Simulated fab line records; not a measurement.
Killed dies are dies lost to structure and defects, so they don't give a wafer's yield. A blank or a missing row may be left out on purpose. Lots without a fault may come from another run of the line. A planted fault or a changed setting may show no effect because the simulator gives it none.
fab line records | flow sky130
[record] lots = 6 wafers = 18 last_day = 50
route steps=708 shown LOCAL_INTERCONNECT@396 CONTACT@406 PAD_OPEN@708
lots untouched by any fault: they come from a run of this same line in which no faults occurred
start_h: start of the lot's first displayed wafer, in hours after the record's first day | wait_h: time in hours since the lot's previous step | " same as the row above | L1.1+2: one row covering several wafers at once | - either no value or no given start | * or withheld: withheld | < > ~ a bound
route shown NAME@n: NAME is a module with steps in the file, n the number in the route of the first one | usual: the fault-free wafers' mean and standard deviation | same: alike in all rows | chamber/n: place in a boat | sites: each site's reading | _std_site: the standard deviation of these | _edge_site: the outer-site mean with the inner-site mean subtracted | radius_mm: how far each site lies from the wafer's centre | mask NAME#n: copy n | behind: the most recent tool/chamber to have shaped the wafer | hold: cause of the lot's hold/its duration in hours/its outcome | device: names the non-switching transistor (n, p or np) | end of line: the route-end tests of the same wafers | where a step has no rows: the recipe by itself | killed: at the first sort, the dies lost to defects and structure; wafer yield is something else | map: the dies of a wafer, with x for killed, . for not killed, _ for no die there
set.NAME: setting as actually run; set.NAME@STEP: the setting as run at that earlier step | model.NAME: the simulator's own value behind a step, which no gauge read
certain route steps with their lots: each step a table, each wafer a row
services: from which hour (start_h, from the record's first day; less than 0 if before it) a tool's chamber was out of use, for how many hours, and why
[[steps]]
[step SKY_LOCAL_INTERCONNECT_PEB_09]
[recipe] peb_temp_c = withheld peb_time_s = withheld resist = KrF-thick
[step SKY_LOCAL_INTERCONNECT_DEVELOP_10]
[recipe] develop_time_s = 60 resist = KrF-thick dev_temp_c = 21
[step SKY_LOCAL_INTERCONNECT_CD_MEAS_11]
[recipe] target_cd_nm = 170
[usual] cd_nm = 169.9/1.7
// columns lot.wafer tool chamber start_h wait_h cd_nm
L828.2 cd_sem-02 - 766.18 - 170.1
L828.4 " - " " 169.5
L828.5 " - " " 169.3
L840.2 cd_sem-01 - 850.28 - 167.3
L840.3 " - " " 169.5
L840.5 " - " " 168.9
L841.4 cd_sem-01 - 858.48 - 167.2
L841.5 " - " " 167.1
L841.6 " - " " 168.5
L842.3 cd_sem-01 - 862.63 - 170.0
L842.4 " - " " 169.8
L842.5 " - " " 169.9
L843.3 cd_sem-01 - 877.45 - 171.0
L843.4 " - " " 169.8
L843.5 " - " " 172.2
L845.1 cd_sem-01 - 894.18 - 169.8
L845.2 " - " " 170.3
L845.6 " - " " 170.0
[step SKY_LOCAL_INTERCONNECT_OVL_MEAS_12]
[usual] LOCAL_INTERCONNECT_OVL = -1/5.4
// columns lot.wafer tool chamber start_h wait_h LOCAL_INTERCONNECT_OVL[nm]
L828.2 overlay-02 - 766.29 0.1 9
L828.4 " - " " 7
L828.5 " - " " 0
L840.2 overlay-02 - 850.39 0.1 5
L840.3 " - " " -4
L840.5 " - " " 4
L841.4 overlay-02 - 858.56 0.1 -1
L841.5 " - " " -9
L841.6 " - " " -1
L842.3 overlay-01 - 862.73 0.1 0
L842.4 " - " " -2
L842.5 " - " " -4
L843.3 overlay-01 - 877.54 0.1 10
L843.4 " - " " 2
L843.5 " - " " 7
L845.1 overlay-01 - 894.30 0.1 -4
L845.2 " - " " -2
L845.6 " - " " 2
[step SKY_LOCAL_INTERCONNECT_ETCH_13]
[recipe] chemistry = N2/H2 target = BARC ion_energy_ev = 200 bias_w = 100 pressure_mtorr = 30 n2_flow_sccm = 100 h2_flow_sccm = 200 icp_w = 500 stop_on = SiO2 time_s = 45.9 target_depth_a = 600
[step SKY_LOCAL_INTERCONNECT_METAL_ETCH_14]
[recipe] target_depth_nm = 110 stop_on = PSG chemistry = Cl2/BCl3 target = TiN resist_sidewall_deg = 88 pressure_mtorr = 10 icp_w = 900 bias_w = 48.5 Cl2_flow_sccm = 60 bcl3_flow_sccm = 30 time_s = 30.26
[usual] drypump_motor_current_A = 5.9/0.44 oes_product_au = 0.960/0.0074 throttle_valve_pct = 21.888/0.01
// columns lot.wafer tool chamber start_h wait_h drypump_motor_current_A oes_product_au rf_hours_counter_h throttle_valve_pct
L828.2 rie_metal-01 0 766.38 0.0 5.9 0.965 13 21.879
L828.4 " 1 " " 5.1 0.973 - 21.873
L828.5 " 1 " " 5.1 0.969 - 21.878
L840.2 rie_metal-04 1 850.48 0.0 6.3 0.961 11 21.888
L840.3 " 0 " " 6.1 0.962 - 21.887
L840.5 " 0 " " 6.2 0.981 - 21.881
L841.4 rie_metal-01 1 858.66 0.0 5.1 0.952 - 21.886
L841.5 " 0 " " 5.9 0.952 - 21.894
L841.6 " 1 " " 5.1 0.959 - 21.898
L842.3 rie_metal-04 0 862.83 0.0 6.2 0.960 - 21.895
L842.4 " 1 " " 6.3 0.960 - 21.889
L842.5 " 1 " " 6.4 0.955 - 21.896
L843.3 rie_metal-02 0 877.65 0.0 5.5 0.961 - 21.882
L843.4 " 1 " " 5.8 0.957 - 21.886
L843.5 " 1 " " 5.8 0.957 - 21.891
L845.1 rie_metal-01 0 894.40 0.0 5.9 0.969 18 21.883
L845.2 " 1 " " 5.1 0.954 11 21.898
L845.6 " 1 " " 5.1 0.962 - 21.875
[step SKY_LOCAL_INTERCONNECT_STRIP_15]
[recipe] chemistry = O2/N2 power_w = 1400 pressure_mtorr = 1500 platen_temp_c = withheld o2_flow_sccm = 3000 n2_flow_sccm = 300 overash_fraction = 0.5
[usual] drypump_motor_current_A = 5.6/0.33 o2_flow_sccm = 2999/9.1 oes_product_au = 0.428/0.0045 strip_time_to_endpoint_s = 4.750/0.03
// columns lot.wafer tool chamber start_h wait_h drypump_motor_current_A o2_flow_sccm oes_product_au rf_hours_counter_h strip_time_to_endpoint_s
L828.2 plasma_asher-01 1 766.43 0.0 5.2 2984 0.440 33 4.726
L828.4 " 0 " " 5.2 2988 0.423 - 4.723
L828.5 " 0 " " 5.2 2988 0.419 - 4.723
L840.2 plasma_asher-02 0 850.53 0.0 5.9 2980 0.434 101 4.770
L840.3 " 0 " " 5.9 2970 0.430 - 4.711
L840.5 " 1 " " 5.5 2985 0.425 - 4.724
L841.4 plasma_asher-04 1 858.72 0.1 6.1 2999 0.426 - 4.731
L841.5 " 0 " " 6.1 2991 0.432 - 4.788
L841.6 " 1 " " 6.0 2990 0.427 - 4.739
L842.3 plasma_asher-04 0 862.90 0.1 6.0 3009 0.422 - 4.774
L842.4 " 1 " " 6.0 2997 0.428 - 4.795
L842.5 " 1 " " 6.0 2998 0.434 - 4.784
L843.3 plasma_asher-02 1 877.72 0.1 5.4 3002 0.422 - 4.754
L843.4 " 0 " " 5.9 3008 0.426 - 4.800
L843.5 " 0 " " 5.9 2997 0.423 - 4.817
L845.1 plasma_asher-01 1 894.45 0.0 5.2 3003 0.432 45 4.761
L845.2 " 0 " " 5.2 2997 0.425 45 4.745
L845.6 " 0 " " 5.2 3001 0.425 - 4.733
[step SKY_LOCAL_INTERCONNECT_STRIP_16]
[recipe] chemistry = post_etch_residue_remover time_s = 1200 temp_c = 72.5
[step SKY_LOCAL_INTERCONNECT_CLEAN_17]
[recipe] chemistry = IPA time_s = 180 temp_c = 25
[step SKY_LOCAL_INTERCONNECT_CLEAN_18]
[recipe] chemistry = O3/DIW dry = n2_spin
[step SKY_CONTACT_CVD_00]
[recipe] material = Si3N4 target_thk_nm = 75 temp_c = 400 time_s = withheld rf_w = 450
[usual] heater_power_w = 720/100
// columns lot.wafer tool chamber start_h wait_h heater_power_w
L828.2 pecvd-03 1 767.02 0.0 666
L828.4 " 1 " " 666
L828.5 " 0 " " 737
L840.2 pecvd-02 0 851.13 0.0 740
L840.3 " 2 " " 631
L840.5 " 1 " " 809
L841.4 pecvd-02 1 859.33 0.0 821
L841.5 " 2 " " 592
L841.6 " 0 " " 782
L842.3 pecvd-04 1 863.51 0.0 891
L842.4 " 0 " " 751
L842.5 " 2 " " 569
L843.3 pecvd-04 0 878.28 0.0 828
L843.4 " 0 " " 824
L843.5 " 2 " " 573
L845.1 pecvd-03 2 895.04 0.0 673
L845.2 " 0 " " 705
L845.6 " 2 " " 672
[step SKY_CONTACT_THK_MEAS_01]
[recipe] reads = Si3N4_of_CONTACT_CVD_00
[usual] CONTACT_CVD_00_THK = 75.0/1.4
// columns lot.wafer tool chamber start_h wait_h CONTACT_CVD_00_THK[nm]
L828.2 film_metro-03 - 767.07 - 75.0
L828.4 " - " " 74.5
L828.5 " - " " 74.4
L840.2 film_metro-03 - 851.17 - 73.4
L840.3 " - " " 73.0
L840.5 " - " " 76.7
L841.4 film_metro-02 - 859.38 - 76.6
L841.5 " - " " 73.6
L841.6 " - " " 74.3
L842.3 film_metro-03 - 863.56 - 75.6
L842.4 " - " " 76.0
L842.5 " - " " 76.4
L843.3 film_metro-02 - 878.33 - 74.1
L843.4 " - " " 74.5
L843.5 " - " " 76.2
L845.1 film_metro-01 - 895.08 - 73.5
L845.2 " - " " 73.5
L845.6 " - " " 75.3
[step SKY_CONTACT_HDPCVD_02]
[recipe] material = SiO2 target_thk_nm = 565 sigma_open_frac = 0.3 time_s = 94.2 temp_c = 600 sih4_flow_sccm = 60 pressure_mtorr = 6
[usual] pressure_mtorr = 6.000/0.012 run_length_s = 122.2/0.47
// columns lot.wafer tool chamber start_h wait_h pressure_mtorr run_length_s
L828.2 hdpcvd-01 2 767.12 0.0 6.005 121.6
L828.4 " 0 " " 6.005 122.3
L828.5 " 1 " " 6.005 122.5
L840.2 hdpcvd-01 0 851.22 0.0 - -
L840.3 " 2 " " - -
L840.5 " 0 " " - -
L841.4 hdpcvd-02 2 859.44 0.1 - -
L841.5 " 0 " " - -
L841.6 " 1 " " - -
L842.3 hdpcvd-02 2 863.60 0.0 6.006 122.5
L842.4 " 2 " " 5.998 122.3
L842.5 " 0 " " 6.013 121.5
L843.3 hdpcvd-02 0 878.37 0.0 5.982 122.0
L843.4 " 2 " " 6.003 122.6
L843.5 " 1 " " 5.991 122.2
L845.1 hdpcvd-02 1 895.14 0.1 6.014 122.9
L845.2 " 0 " " 6.013 121.9
L845.6 " 0 " " 6.005 122.2
[step SKY_CONTACT_CMP_04]
[recipe] material = SiO2 down_force_psi = 4 platen_rpm = 60 pad_velocity_m_s = 0.94248
[step SKY_CONTACT_BOW_MEAS_05]
[recipe] mode = bow
[usual] CONTACT_BOW = 83/6.6
// columns lot.wafer tool chamber start_h wait_h CONTACT_BOW[um]
L828.2 film_metro-03 - 767.57 0.1 77
L828.4 " - " " 89
L828.5 " - " " 82
L840.2 film_metro-01 - 851.67 0.2 75
L840.3 " - " " 60
L840.5 " - " " 55
L841.4 film_metro-02 - 859.90 0.3 64
L841.5 " - " " 55
L841.6 " - " " 69
L842.3 film_metro-01 - 864.07 0.3 72
L842.4 " - " " 81
L842.5 " - " " 79
L843.3 film_metro-02 - 878.87 0.3 82
L843.4 " - " " 88
L843.5 " - " " 83
L845.1 film_metro-02 - 895.56 0.1 101
L845.2 " - " " 68
L845.6 " - " " 87
[step SKY_CONTACT_DEHYDRATE_06]
[recipe] temp_c = 200 time_s = 60
[step SKY_CONTACT_HMDS_07]
[recipe] prime_time_s = 60 prime_temp_c = 120
[step SKY_CONTACT_COAT_08]
[recipe] resist = BARC temp_c = withheld time_s = withheld spin_rpm = 3000 resist_thk_nm = 60
[step SKY_CONTACT_COAT_09]
[recipe] resist = KrF-thick spin_rpm = 3000 resist_thk_nm = 450
[step SKY_CONTACT_SOFTBAKE_10]
[recipe] temp_c = 101.2 time_s = 90 resist = KrF-thick
[step SKY_CONTACT_EXPOSE_11]
[recipe] mask_id = CTM1 na = 0.8 source_shape = annular sigma_inner = 0.55 sigma_outer = 0.85 target_cd_nm = 170 dose_mj = 38
[step SKY_CONTACT_PEB_12]
[recipe] peb_temp_c = withheld peb_time_s = withheld resist = KrF-thick
[step SKY_CONTACT_DEVELOP_13]
[recipe] develop_time_s = 60 resist = KrF-thick dev_temp_c = 21
[step SKY_CONTACT_CD_MEAS_14]
[recipe] target_cd_nm = 170
[usual] cd_nm = 169.3/1.6
// columns lot.wafer tool chamber start_h wait_h cd_nm
L828.2 cd_sem-01 - 794.74 - 167.3
L828.4 " - " " 165.1
L828.5 " - " " 166.6
L840.2 cd_sem-02 - 877.84 - 166.9
L840.3 " - " " 166.7
L840.5 " - " " 167.4
L841.4 cd_sem-01 - 886.43 - 170.8
L841.5 " - " " 168.7
L841.6 " - " " 169.3
L842.3 cd_sem-02 - 890.21 - 169.5
L842.4 " - " " 169.1
L842.5 " - " " 169.6
L843.3 cd_sem-01 - 905.15 - 169.7
L843.4 " - " " 169.5
L843.5 " - " " 167.1
L845.1 cd_sem-01 - 920.77 - 169.8
L845.2 " - " " 170.2
L845.6 " - " " 168.3
[step SKY_CONTACT_OVL_MEAS_15]
[usual] CONTACT_OVL = 1/6.1
// columns lot.wafer tool chamber start_h wait_h CONTACT_OVL[nm]
L828.2 overlay-01 - 794.85 0.1 7
L828.4 " - " " -1
L828.5 " - " " -2
L840.2 overlay-01 - 877.95 0.1 5
L840.3 " - " " 0
L840.5 " - " " -2
L841.4 overlay-01 - 886.51 0.1 5
L841.5 " - " " 6
L841.6 " - " " 13
L842.3 overlay-01 - 890.30 0.1 0
L842.4 " - " " 1
L842.5 " - " " 5
L843.3 overlay-01 - 905.24 0.1 15
L843.4 " - " " 8
L843.5 " - " " 5
L845.1 overlay-02 - 920.89 0.1 1
L845.2 " - " " -3
L845.6 " - " " -7
[step SKY_CONTACT_ETCH_16]
[recipe] chemistry = N2/H2 target = BARC ion_energy_ev = 200 source_w = 500 bias_w = 100 pressure_mtorr = 30 n2_flow_sccm = 100 h2_flow_sccm = 200 stop_on = SiO2 time_s = 45.9 target_depth_a = 600
[usual] drypump_motor_current_A = 5.7/0.53 h2_flow_sccm = 200.0/0.57 oes_product_au = 0.855/0.0051 throttle_valve_pct = 13.224/0.009
// columns lot.wafer tool chamber start_h wait_h drypump_motor_current_A h2_flow_sccm oes_product_au rf_hours_counter_h throttle_valve_pct
L828.2 rie_diel-03 0 794.88 0.0 5.5 200.5 0.850 10 13.234
L828.4 " 1 " " 5.7 201.5 0.854 8 13.220
L828.5 " 2 " " 4.9 201.2 0.853 - 13.239
L840.2 rie_diel-04 3 877.98 0.0 6.1 199.5 0.860 15 13.225
L840.3 " 1 " " 6.2 199.3 0.865 8 13.225
L840.5 " 2 " " 5.4 200.6 0.856 - 13.223
L841.4 rie_diel-02 1 886.53 0.0 5.9 200.1 0.864 13 13.229
L841.5 " 0 " " 5.2 200.2 0.858 - 13.226
L841.6 " 3 " " 6.4 199.4 0.851 - 13.215
L842.3 rie_diel-02 0 890.33 0.0 5.2 198.2 0.852 15 13.224
L842.4 " 1 " " 6.0 199.6 0.854 13 13.220
L842.5 " 1 " " 6.0 200.8 0.855 - 13.229
L843.3 rie_diel-04 0 905.27 0.0 5.5 199.9 0.857 13 13.221
L843.4 " 3 " " 6.1 200.4 0.853 16 13.217
L843.5 " 2 " " 5.4 199.2 0.856 - 13.214
L845.1 rie_diel-04 0 920.93 0.0 5.5 199.9 0.853 14 13.235
L845.2 " 2 " " 5.4 200.7 0.860 4 13.209
L845.6 " 0 " " 5.5 200.2 0.853 - 13.207
[step SKY_CONTACT_ETCH_17]
[recipe] target = SiO2 chemistry = C4F8/O2/Ar stop_on = Si3N4 mask_material = KrF-thick source_w = 1500 bias_w = 1200 pressure_mtorr = 40 c4f8_flow_sccm = withheld O2_flow_sccm = 6 Ar_flow_sccm = 300 time_s = withheld target_depth_a = 3400
[usual] oes_product_au = 0.890/0.0053
// columns lot.wafer tool chamber start_h wait_h oes_product_au model.etch.depth_nm
L828.2 rie_diel-03 0 794.92 0.0 0.898 341.8
L828.4 " 1 " " 0.894 339.7
L828.5 " 2 " " 0.890 339.8
L840.2 rie_diel-04 3 878.02 0.0 0.380 0
L840.3 " 1 " " 0.381 0
L840.5 " 2 " " 0.379 0
L841.4 rie_diel-02 1 886.57 0.0 0.368 0
L841.5 " 0 " " 0.375 0
L841.6 " 3 " " 0.385 0
L842.3 rie_diel-02 0 890.37 0.0 0.891 340.5
L842.4 " 1 " " 0.898 340.4
L842.5 " 1 " " 0.889 340.4
L843.3 rie_diel-04 0 905.31 0.0 0.902 340.6
L843.4 " 3 " " 0.891 339.8
L843.5 " 2 " " 0.898 339.1
L845.1 rie_diel-04 0 920.97 0.0 0.891 338.9
L845.2 " 2 " " 0.896 340.9
L845.6 " 0 " " 0.886 337.3
[step SKY_CONTACT_ETCH_18]
[recipe] target = Si3N4 chemistry = CHF3/O2 stop_on = TiN source_w = 600 bias_w = 200 pressure_mtorr = 40 chf3_flow_sccm = 50 O2_flow_sccm = 5 time_s = 39 target_depth_a = 750
[usual] O2_flow_sccm = 4.998/0.015 chf3_flow_sccm = 49.99/0.17 drypump_motor_current_A = 5.7/0.53 oes_product_au = 0.854/0.01 throttle_valve_pct = 8.793/0.0096
// columns lot.wafer tool chamber start_h wait_h O2_flow_sccm chf3_flow_sccm drypump_motor_current_A oes_product_au rf_hours_counter_h throttle_valve_pct
L828.2 rie_diel-03 0 - - 4.980 50.01 5.5 0.853 10 8.800
L828.4 " 1 " " 4.988 50.07 5.7 0.849 8 8.779
L828.5 " 2 " " 5.015 50.14 4.8 0.854 - 8.775
L840.2 rie_diel-04 3 - - 5.003 50.25 6.1 0.842 15 8.804
L840.3 " 1 " " 5.014 49.83 6.1 0.835 8 8.789
L840.5 " 2 " " 4.977 49.92 5.3 0.866 - 8.783
L841.4 rie_diel-02 1 - - 4.983 49.94 6.0 0.866 13 8.791
L841.5 " 0 " " 4.986 49.81 5.2 0.847 - 8.817
L841.6 " 3 " " 5.003 49.96 6.4 0.839 - 8.774
L842.3 rie_diel-02 0 - - 5.008 49.99 5.2 0.851 15 8.793
L842.4 " 1 " " 4.981 49.96 5.9 0.859 13 8.796
L842.5 " 1 " " 4.981 50.08 5.9 0.864 - 8.786
L843.3 rie_diel-04 0 - - 5.015 49.77 5.5 0.851 13 8.788
L843.4 " 3 " " 5.007 49.96 6.1 0.851 16 8.782
L843.5 " 2 " " 5.008 49.95 5.3 0.858 - 8.778
L845.1 rie_diel-04 0 - - 4.997 49.75 5.5 0.843 14 8.799
L845.2 " 2 " " 5.051 49.91 5.4 0.849 4 8.791
L845.6 " 0 " " 5.010 49.83 5.5 0.849 - 8.798
[step SKY_PAD_OPEN_PROBE_99]
[usual] killed_at_M0_to_M3 = 42/6.9 killed_at_M4_up = 3.2/1.7 killed_at_contacts = 25/5.1 killed_at_front_end = 15/4.5 killed_at_other = 0.4/0.63 killed_dies = 86/9.3 killed_on_rim = 17/3.9 killed_open = 46/7 killed_short = 39/6.9
[same] gross_dies = 492 killed_at_back_side = 0
// columns lot.wafer tool chamber start_h wait_h killed_at_M0_to_M3 killed_at_M4_up killed_at_contacts killed_at_front_end killed_at_other killed_dies killed_on_rim killed_open killed_short
L828.2 prober-01 - 1123.83 0.1 40 2 30 13 0 85 14 52 33
L828.4 prober-01 - 1123.93 0.2 54 5 27 23 2 111 26 51 58
L828.5 prober-01 - 1123.98 0.2 36 6 23 16 1 82 23 46 35
L840.2 prober-02 - 1180.69 0.1 7 1 481 3 0 492 96 7 4
L840.3 prober-02 - 1180.74 0.2 10 0 480 2 0 492 96 5 9
L840.5 prober-02 - 1180.84 0.2 11 1 476 3 1 492 96 15 5
L841.4 prober-01 - 1187.30 0.2 9 0 479 4 0 492 96 6 10
L841.5 prober-01 - 1187.35 0.2 9 1 479 3 0 492 96 12 8
L841.6 prober-01 - 1187.40 0.2 8 1 479 4 0 492 96 11 12
L845.1 prober-02 - 1206.99 0.1 39 2 34 11 1 87 18 39 47
L845.2 prober-02 - 1207.04 0.1 47 3 29 8 0 87 18 46 41
L845.6 prober-02 - 1207.24 0.2 43 4 11 11 0 69 13 42 27
// killed by level:class
L828.2 VIA1:geometric_particle:open=14 CONTACT:geometric_particle:open=12 LI_CONTACT:geometric_particle:open=9 METAL1:geometric_particle:short=7 CONTACT:geometric_particle:short=6 FIELD_ISO:geometric_particle:short=3 FIELD_ISO:geometric_particle:open=3 POLY_GATE:geometric_particle:open=3
L828.4 VIA1:geometric_particle:open=11 LI_CONTACT:geometric_particle:open=10 FIELD_ISO:geometric_particle:short=7 METAL1:geometric_particle:short=7 VIA1:geometric_particle:short=7 METAL2:geometric_particle:short=7 VIA2:geometric_particle:open=7 CONTACT:geometric_particle:open=6
L828.5 CONTACT:geometric_particle:open=11 VIA1:geometric_particle:open=8 VIA3:geometric_particle:open=7 LI_CONTACT:geometric_particle:open=5 VIA1:geometric_particle:short=5 LI_CONTACT:geometric_particle:short=4 METAL3:geometric_particle:short=4 METAL4:geometric_particle:short=4
L840.2 CONTACT:lost_pattern=479 POLY_GATE:geometric_particle:open=2 VIA2:geometric_particle:open=2 POLY_GATE:geometric_particle:short=1 LI_CONTACT:geometric_particle:open=1 LOCAL_INTERCONNECT:geometric_particle:short=1 VIA1:geometric_particle:open=1 METAL2:geometric_particle:short=1
L840.3 CONTACT:lost_pattern=476 VIA1:geometric_particle:short=3 METAL2:geometric_particle:short=2 SPACER:geometric_particle:open=1 POLY_CUT:geometric_particle:open=1 LI_CONTACT:geometric_particle:short=1 LI_CONTACT:geometric_particle:open=1 LOCAL_INTERCONNECT:geometric_particle:short=1
L840.5 CONTACT:lost_pattern=469 CONTACT:geometric_particle:open=4 VIA2:geometric_particle:open=3 LI_CONTACT:geometric_particle:open=2 METAL2:geometric_particle:short=2 METAL1:area_expose=2 FIELD_ISO:geometric_particle:open=1 POLY_GATE:geometric_particle:short=1
L841.4 CONTACT:lost_pattern=475 POLY_GATE:geometric_particle:short=2 METAL3:geometric_particle:short=2 VIA3:geometric_particle:open=2 FIELD_ISO:geometric_particle:short=1 POLY_GATE:geometric_particle:open=1 LI_CONTACT:geometric_particle:short=1 LI_CONTACT:geometric_particle:open=1
L841.5 CONTACT:lost_pattern=472 VIA1:geometric_particle:open=5 CONTACT:geometric_particle:short=3 LI_CONTACT:geometric_particle:short=2 METAL2:geometric_particle:short=2 FIELD_ISO:geometric_particle:open=1 POLY_GATE:geometric_particle:open=1 SPACER:geometric_particle:open=1
L841.6 CONTACT:lost_pattern=469 VIA1:geometric_particle:open=4 CONTACT:geometric_particle:open=3 POLY_GATE:geometric_particle:short=2 LI_CONTACT:geometric_particle:short=2 CONTACT:geometric_particle:short=2 FIELD_ISO:geometric_particle:short=1 POLY_CUT:geometric_particle:short=1
L845.1 CONTACT:geometric_particle:short=11 VIA1:geometric_particle:open=10 CONTACT:geometric_particle:open=9 METAL1:geometric_particle:short=8 LI_CONTACT:geometric_particle:short=5 VIA2:geometric_particle:open=5 LI_CONTACT:geometric_particle:open=4 LOCAL_INTERCONNECT:geometric_particle:short=4
L845.2 CONTACT:geometric_particle:open=13 VIA3:geometric_particle:short=8 VIA1:geometric_particle:open=7 CONTACT:geometric_particle:short=6 POLY_GATE:geometric_particle:open=5 VIA3:geometric_particle:open=5 LI_CONTACT:geometric_particle:open=4 LOCAL_INTERCONNECT:geometric_particle:short=4
L845.6 VIA1:geometric_particle:open=13 CONTACT:geometric_particle:open=7 METAL1:geometric_particle:short=7 VIA2:geometric_particle:open=5 VIA3:geometric_particle:open=5 FIELD_ISO:geometric_particle:open=3 POLY_GATE:geometric_particle:open=3 VIA3:geometric_particle:short=3
// map L840.2 (x killed, . not)
__________xxxxxxxxxx_________
________xxxxxxxxxxxxxx_______
______xxxxxxxxxxxxxxxxxx_____
_____xxxxxxxxxxxxxxxxxxxx____
____xxxxxxxxxxxxxxxxxxxxxx___
___xxxxxxxxxxxxxxxxxxxxxxxx__
__xxxxxxxxxxxxxxxxxxxxxxxxxx_
_xxxxxxxxxxxxxxxxxxxxxxxxxxxx
_xxxxxxxxxxxxxxxxxxxxxxxxxxxx
_xxxxxxxxxxxxxxxxxxxxxxxxxxxx
_xxxxxxxxxxxxxxxxxxxxxxxxxxxx
_xxxxxxxxxxxxxxxxxxxxxxxxxxxx
_xxxxxxxxxxxxxxxxxxxxxxxxxxxx
_xxxxxxxxxxxxxxxxxxxxxxxxxxxx
_xxxxxxxxxxxxxxxxxxxxxxxxxxxx
__xxxxxxxxxxxxxxxxxxxxxxxxxx_
___xxxxxxxxxxxxxxxxxxxxxxxx__
____xxxxxxxxxxxxxxxxxxxxxx___
_____xxxxxxxxxxxxxxxxxxxx____
______xxxxxxxxxxxxxxxxxx_____
________xxxxxxxxxxxxxx_______
__________xxxxxxxxxx_________
// map L841.4 (x killed, . not)
__________xxxxxxxxxx_________
________xxxxxxxxxxxxxx_______
______xxxxxxxxxxxxxxxxxx_____
_____xxxxxxxxxxxxxxxxxxxx____
____xxxxxxxxxxxxxxxxxxxxxx___
___xxxxxxxxxxxxxxxxxxxxxxxx__
__xxxxxxxxxxxxxxxxxxxxxxxxxx_
_xxxxxxxxxxxxxxxxxxxxxxxxxxxx
_xxxxxxxxxxxxxxxxxxxxxxxxxxxx
_xxxxxxxxxxxxxxxxxxxxxxxxxxxx
_xxxxxxxxxxxxxxxxxxxxxxxxxxxx
_xxxxxxxxxxxxxxxxxxxxxxxxxxxx
_xxxxxxxxxxxxxxxxxxxxxxxxxxxx
_xxxxxxxxxxxxxxxxxxxxxxxxxxxx
_xxxxxxxxxxxxxxxxxxxxxxxxxxxx
__xxxxxxxxxxxxxxxxxxxxxxxxxx_
___xxxxxxxxxxxxxxxxxxxxxxxx__
____xxxxxxxxxxxxxxxxxxxxxx___
_____xxxxxxxxxxxxxxxxxxxx____
______xxxxxxxxxxxxxxxxxx_____
________xxxxxxxxxxxxxx_______
__________xxxxxxxxxx_________
[[services]]
// columns tool chamber start_h hours kind
rie_diel-04 3 745.12 5.5 repair
plasma_asher-04 - 750.26 10.0 pm
rie_diel-04 - 761.17 1.8 repair
pecvd-02 1 775.08 12.6 repair
pecvd-02 - 777.54 10.3 repair
rie_diel-02 - 787.82 2.8 pm
plasma_asher-04 - 797.02 2.8 pm
plasma_asher-02 - 812.74 3.3 repair
pecvd-02 - 816.89 1.2 repair
rie_metal-01 - 817.47 0.8 repair
pecvd-03 2 830.63 8.6 repair
pecvd-02 - 831.91 0.8 repair
rie_diel-03 1 848.87 39.3 repair
rie_diel-04 - 854.65 0.6 repair
rie_diel-04 1 860.03 1.4 repair
rie_metal-04 1 866.54 3.6 repair
rie_diel-02 1 869.65 4.2 repair
pecvd-03 - 880.41 2.8 pm
pecvd-03 2 883.75 1.8 repair
plasma_asher-01 - 885.80 7.4 repair
rie_diel-03 3 889.32 7.5 repair
rie_metal-04 1 891.65 6.7 repair
hdpcvd-01 - 898.99 28.1 pm
hdpcvd-02 - 916.96 0.9 repair
[[key]]
[first_sign] step = SKY_CONTACT_HDPCVD_02 reading = tool_record direction = missing
[effect] step = SKY_CONTACT_BOW_MEAS_05 reading = CONTACT_BOW direction = down sigmas = 3.1 usual = 83 struck = 63
[effect] step = SKY_CONTACT_ETCH_17 reading = oes_product_au direction = down sigmas = 97 usual = 0.890 struck = 0.378
[effect] step = SKY_PAD_OPEN_PROBE_99 reading = killed_at_contacts direction = up sigmas = 88 usual = 25 struck = 479
[model_effect] step = SKY_CONTACT_ETCH_17 value = etch.depth_nm without = 338.7 struck = 0
met_at SKY_CONTACT_HDPCVD_02
struck_wafers L840.2,L840.3,L840.5,L841.4,L841.5,L841.6
later_rows_left_out L840.2,L840.3,L840.5,L841.4,L841.5,L841.6
tester_left_out L840,L841
onset_between 767.12 851.22
[fault] kind = skipped_step_whole tool = hdpcvd-01,hdpcvd-02 chamber = - onset_h = 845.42 steps = SKY_CONTACT_HDPCVD_02 scope = struck_lots_only
// tester_left_out: of these lots the tester's yield and bins aren't shown, on N5 and GAA mostly nor the transistor test; their killed dies are dies lost to structure and defects alone, not to doping, threshold or leakage, so they don't give the yield
// later_rows_left_out: the simulator's readings of these wafers behind a module that went badly wrong aren't trusted and aren't shown, but for the sort
